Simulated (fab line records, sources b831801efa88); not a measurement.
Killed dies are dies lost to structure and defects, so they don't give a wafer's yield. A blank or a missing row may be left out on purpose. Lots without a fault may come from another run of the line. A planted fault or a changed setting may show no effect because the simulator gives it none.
Which tool did it? | flow sky130 | 13 lots, 37 wafers sampled, at 4 steps of a route of 708

WHAT THE GAUGES READ, wafer by wafer
SKY_DNWELL_TW_MEAS_09. Usual: DNWELL_TW 1125, standard deviation 8.6.
lot  | measured    | on            | DNWELL_TW           | flag
L487 | day 3 05:34 | film_metro-03 | 1129 1128 1136      |
L488 | day 3 11:01 | film_metro-01 | 1131 1128 1124      |
L489 | day 3 15:01 | film_metro-03 | 1133 1136 1142      |
L490 | day 3 22:22 | film_metro-03 | 1128 1131 1127      |
L491 | day 4 02:43 | film_metro-03 | 1120 1136 1137      |
L496 | day 5 22:24 | film_metro-02 | 1119 1199 1114 1197 | OFF
L501 | day 6 13:51 | film_metro-01 | 1197 1188 1198 1203 | OFF
L500 | day 6 14:01 | film_metro-03 | 1137 1132 1132      |
L503 | day 6 22:46 | film_metro-02 | 1118 1119 1118      |
L505 | day 7 04:38 | film_metro-02 | 1121 1115 1124      |
L504 | day 7 05:19 | film_metro-03 | 1121 1122 1124      |
L509 | day 8 05:49 | film_metro-02 | 1120 1124 1119      |
L510 | day 8 09:55 | film_metro-02 | 1116 1125 1118      |

SKY_VT_ADJUST_HVTP_OVL_MEAS_08. Usual: VT_ADJUST_HVTP_OVL 1.0 nm, standard deviation 1.4.
lot  | measured     | on         | VT_ADJUST_HVTP_OVL (nm) | flag
L487 | day 6 00:52  | overlay-02 | 0.7 -1.6 -1.4           |
L488 | day 6 07:02  | overlay-01 | -1.1 -0.7 1.0           |
L489 | day 6 13:06  | overlay-02 | 1.6 1.6 1.1             |
L490 | day 6 22:02  | overlay-02 | 0.1 1.4 -0.4            |
L491 | day 6 23:17  | overlay-02 | 3.2 2.1 1.7             |
L496 | day 9 04:56  | overlay-01 | 0.6 2.0                 |
L501 | day 10 01:50 | overlay-01 | -1.1 -2.0               |
L500 | day 10 02:07 | overlay-02 | -0.6 1.5 0.6            |
L503 | day 10 09:55 | overlay-02 | 2.4 -0.5 0.2            |
L505 | day 10 15:27 | overlay-01 | 4.0 0.9 0.9             |
L504 | day 10 19:19 | overlay-01 | -0.3 -0.3 -0.2          |
L509 | day 11 22:49 | overlay-02 | 2.9 2.2 1.9             |
L510 | day 12 02:23 | overlay-01 | 2.1 0.3 1.8             |

SKY_VT_ADJUST_NCORE_TW_MEAS_11. Usual: VT_ADJUST_NCORE_TW 220.1, standard deviation 0.98.
lot  | measured     | on            | VT_ADJUST_NCORE_TW | flag
L487 | day 8 13:19  | film_metro-01 | 219.3 218.6 218.5  |
L488 | day 8 19:07  | film_metro-01 | 219.7 219.6 219.9  |
L489 | day 9 02:37  | film_metro-04 | 219.8 221.0 219.6  |
L490 | day 9 08:10  | film_metro-01 | 221.3 221.0 219.1  |
L491 | day 9 11:58  | film_metro-01 | 221.3 219.2 221.0  |
L496 | day 12 01:41 | film_metro-01 | 220.9 221.5        |
L501 | day 12 23:50 | film_metro-04 | 221.0 218.8        |
L500 | day 13 00:01 | film_metro-02 | 218.9 219.4 219.3  |
L503 | day 13 09:07 | film_metro-04 | 221.6 220.5 221.3  |
L505 | day 13 17:43 | film_metro-04 | 221.0 221.5 220.8  |
L504 | day 13 20:10 | film_metro-02 | 219.6 219.9 220.8  |
L509 | day 15 04:40 | film_metro-01 | 219.5 220.2 220.1  |
L510 | day 15 07:46 | film_metro-01 | 219.5 218.7 219.0  |

WHICH TOOL RAN EACH LOT (tool, then ch and the chambers of the sampled wafers, then the start)
lot  | SKY_DNWELL_IMPLANT_07
L487 | implanter-03 ch 0, day 3 05:19
L488 | implanter-01 ch 0, day 3 10:46
L489 | implanter-01 ch 0, day 3 14:47
L490 | implanter-01 ch 0, day 3 22:07
L491 | implanter-03 ch 0, day 4 02:28
L496 | implanter-01 ch 0, day 5 22:12
L501 | implanter-01 ch 0, day 6 13:40
L500 | implanter-03 ch 0, day 6 13:46
L503 | implanter-03 ch 0, day 6 22:32
L505 | implanter-03 ch 0, day 7 04:25
L504 | implanter-03 ch 0, day 7 05:04
L509 | implanter-03 ch 0, day 8 05:34
L510 | implanter-03 ch 0, day 8 09:40
- SKY_DNWELL_IMPLANT_07

WHAT THE TOOLS THEMSELVES READ (means of the sampled wafers that have a number; where no wafer has one, the mark that the record gives instead)
The record holds no such reading with a usual standard deviation.

THE ANSWER, worked out from the rows above alone
Rule: a lot is off if the mean of its wafers that have a number lies more than 3 standard deviations from the usual mean. A lot without any number at a reading at which 4 lots or more have one is off too. The other lots that the step has rows for count as sound. The gauges are gone through in route order, then the tools' own readings, and for those a lot's mean is taken as printed above. The first step at which some lot is off is used, and at that step the reading that is off furthest; a lot without a number counts as furthest.
Off: L496, L501, at SKY_DNWELL_TW_MEAS_09 (DNWELL_TW).
A tool fits if, at a process step before that reading, it ran every lot that is off, and no sound lot after the first of them. The gauges at SKY_DNWELL_TW_MEAS_09 are tried like those tools. One fits: implanter-01 at SKY_DNWELL_IMPLANT_07. Its last sound lot is L490 (day 3 22:07), its first lot that is off L496 (day 5 22:12): a fault that began between those two fits.

WHAT THE SIMULATOR HAD PUT IN
Process parameter drift: implanter-01, from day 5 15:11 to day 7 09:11, at SKY_DNWELL_IMPLANT_07. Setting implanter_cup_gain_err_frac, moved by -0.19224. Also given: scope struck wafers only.
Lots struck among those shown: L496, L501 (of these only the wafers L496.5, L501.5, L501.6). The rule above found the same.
